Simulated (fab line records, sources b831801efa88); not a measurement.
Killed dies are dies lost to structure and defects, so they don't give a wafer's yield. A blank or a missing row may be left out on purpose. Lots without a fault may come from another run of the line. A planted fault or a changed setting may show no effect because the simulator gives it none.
Tool commonality check | flow gf180mcu | 12 lots, 36 wafers sampled

WHY IT WAS OPENED
At GF_V4_RS_MEAS_24 the reading V4_W_RS is flagged on 2 of 12 lots. Wafers without a fault read 0.328 ohm/sq, standard deviation 0.0034.
Rule: a lot is flagged when every wafer of it that has a number lies more than 4 standard deviations from that mean, or none has a number. The other lots count as sound.

lot  | measured     | on            | V4_W_RS (ohm/sq), wafer by wafer | flag
L895 | day 25 03:04 | film_metro-01 | 0.324 0.325 0.326                |
L898 | day 26 10:52 | film_metro-01 | 0.324 0.322 0.322                |
L900 | day 27 02:54 | film_metro-02 | 0.332 0.324 0.329                |
L901 | day 27 05:23 | film_metro-01 | 0.331 0.324 0.330                |
L902 | day 27 16:32 | film_metro-02 | 0.325 0.328 0.327                |
L903 | day 28 01:08 | film_metro-02 | 0.332 0.332 0.333                |
L904 | day 28 08:29 | film_metro-01 | 0.327 0.329 0.330                |
L906 | day 28 18:22 | film_metro-01 | 0.330 0.333 0.335                |
L910 | day 29 20:21 | film_metro-01 | 0.330 0.327 0.328                |
L911 | day 30 02:57 | film_metro-01 | 0.806 0.776 0.772                | FLAGGED
L915 | day 31 04:07 | film_metro-04 | 0.330 0.327 0.330                |
L916 | day 31 09:56 | film_metro-01 | 0.762 0.769 0.753                | FLAGGED
The numbers of the flagged lots are 0.773 ohm/sq on average: +0.445 ohm/sq against the usual, or +99 or more standard deviations.

WHICH TOOL RAN EACH LOT
The record holds 2 process steps before the reading, out of a route of 602 steps. In each cell: the tool, then ch and the chambers that the sampled wafers went through, then the start.
lot  | flag    | GF_V4_CVD_02                    | GF_V4_CVD_23
L895 |         | pecvd-03 ch 0,1,2, day 24 03:41 | cvd_w-02 ch 0,1, day 25 02:56
L898 |         | pecvd-02 ch 0,1,2, day 25 12:22 | cvd_w-02 ch 0,1, day 26 10:44
L900 |         | pecvd-04 ch 0,2, day 26 04:16   | cvd_w-02 ch 0,1, day 27 02:47
L901 |         | pecvd-02 ch 0,1, day 26 07:28   | cvd_w-01 ch 0,1, day 27 05:17
L902 |         | pecvd-02 ch 1,2, day 26 18:08   | cvd_w-01 ch 0,1, day 27 16:24
L903 |         | pecvd-03 ch 0,1, day 27 03:47   | cvd_w-01 ch 0,1, day 28 01:01
L904 |         | pecvd-02 ch 0,1,2, day 27 11:38 | cvd_w-01 ch 1, day 28 08:15
L906 |         | pecvd-04 ch 0,2, day 27 21:04   | cvd_w-01 ch 0,1, day 28 18:16
L910 |         | pecvd-03 ch 1,2, day 28 23:31   | cvd_w-02 ch 0,1, day 29 20:14
L911 | FLAGGED | pecvd-03 ch 0,1, day 29 06:59   | cvd_w-02 ch 0,1, day 30 02:50
L915 |         | pecvd-02 ch 0,1,2, day 30 08:23 | cvd_w-01 ch 0,1, day 31 04:01
L916 | FLAGGED | pecvd-03 ch 1,2, day 30 14:32   | cvd_w-02 ch 0,1, day 31 09:49
What these steps do:
- GF_V4_CVD_02: deposits SiO2 from TEOS, target thk 850 nm, time 94.851 s.
- GF_V4_CVD_23: deposits W, target thk 350 nm, time 104.9 s.
- GF_V4_RS_MEAS_24: measures by four-point-probe.

FLAGGED OVER TOTAL, TOOL BY TOOL (the gauges that took the reading come last)
step             | tool          | lots run | flagged | share of the flagged lots | sound lots run after its first flagged lot
GF_V4_CVD_02     | pecvd-02      | 5        | 0       | none                      | -
GF_V4_CVD_02     | pecvd-03      | 5        | 2       | all                       | 0
GF_V4_CVD_02     | pecvd-04      | 2        | 0       | none                      | -
GF_V4_CVD_23     | cvd_w-01      | 6        | 0       | none                      | -
GF_V4_CVD_23     | cvd_w-02      | 6        | 2       | all                       | 0
GF_V4_RS_MEAS_24 | film_metro-01 | 8        | 2       | all                       | 0
GF_V4_RS_MEAS_24 | film_metro-02 | 3        | 0       | none                      | -
GF_V4_RS_MEAS_24 | film_metro-04 | 1        | 0       | none                      | -

WHAT THE TABLE ALLOWS
3 rows of the table ran every flagged lot: pecvd-03 at GF_V4_CVD_02, cvd_w-02 at GF_V4_CVD_23, film_metro-01 at GF_V4_RS_MEAS_24.
- pecvd-03 at GF_V4_CVD_02: 2 of its 5 lots flagged. Its last sound lot is L910 (day 28 23:31), its first flagged lot L911 (day 29 06:59): a fault that began between those two fits.
- cvd_w-02 at GF_V4_CVD_23: 2 of its 6 lots flagged. Its last sound lot is L910 (day 29 20:14), its first flagged lot L911 (day 30 02:50): a fault that began between those two fits.
- film_metro-01 at GF_V4_RS_MEAS_24: 2 of its 8 lots flagged. Its last sound lot is L910 (day 29 20:21), its first flagged lot L911 (day 30 02:57): a fault that began between those two fits.
Counting lots can't tell these 3 tools apart, because each fits a fault that began at some hour. More lots, or a look at what each step does to the wafer, might.

WHAT THE SIMULATOR HAD PUT IN
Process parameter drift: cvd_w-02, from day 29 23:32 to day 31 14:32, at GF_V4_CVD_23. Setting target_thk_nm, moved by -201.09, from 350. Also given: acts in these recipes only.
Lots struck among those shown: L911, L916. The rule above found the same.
